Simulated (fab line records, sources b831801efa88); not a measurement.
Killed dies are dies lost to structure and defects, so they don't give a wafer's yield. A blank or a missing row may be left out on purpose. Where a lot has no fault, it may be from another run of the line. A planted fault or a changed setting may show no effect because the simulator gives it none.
One fault through the eyes of 2 desks -- flow sky130 -- each desk holds nothing but its own numbers, with what lay behind them at the end

FROM THE METROLOGY DESK
Means of the sampled wafers that have a number, per lot and without regard to the tool the lot ran on: this is what the gauges read. A lot is out of limits, marked OUT, if its mean lies more than 4 standard deviations from the usual mean; the brackets give that distance.
Columns: A = INCOMING_BOW at SKY_FIELD_ISO_BOW_MEAS_00, usual 0 um; B = FIELD_ISO_OXIDATION_00_THK at SKY_FIELD_ISO_THK_MEAS_02, usual 12.06 nm; C = FIELD_ISO_CVD_03_THK at SKY_FIELD_ISO_THK_MEAS_04, usual 164.8 nm; D = cd nm at SKY_FIELD_ISO_CD_MEAS_13, usual 150.3 nm
lot,first seen here,A,B,C,D
L217,day 1 20:02,4,11.88,165.0,150.7
L225,day 3 12:00,2,11.88,164.1,149.5
L227,day 3 22:00,5,11.86,164.3,150.7
L232,day 4 23:01,-4,11.82,165.2,149.7
L233,day 5 04:00,-5,12.33,166.4,149.6
L236,day 5 19:00,9,12.03,162.4,150.9
This desk's finding: nothing out of limits on any of the 6 lots.

TOOL OWNER'S DESK, litho track-02
The tool's own readings at SKY_FIELD_ISO_COAT_08 (resist thk 450 nm): means of the sampled wafers that have a number, for each lot that ran on this tool. A lot is out of limits, marked OUT, if its mean lies more than 4 standard deviations from the usual mean; the brackets give that distance.
Columns: A = dispense pressure kPa at SKY_FIELD_ISO_COAT_08, usual 52 kPa
lot,first seen here,A
L217,day 2 07:00,47
L225,day 4 00:00,47
L227,day 4 10:00,47
This desk's finding: nothing out of limits on any of the 3 lots.

PUT TOGETHER
The metrology desk saw nothing out of limits.
The desk of the tool owner found nothing out of limits.

WHAT HAD BEEN PUT IN BY THE SIMULATOR
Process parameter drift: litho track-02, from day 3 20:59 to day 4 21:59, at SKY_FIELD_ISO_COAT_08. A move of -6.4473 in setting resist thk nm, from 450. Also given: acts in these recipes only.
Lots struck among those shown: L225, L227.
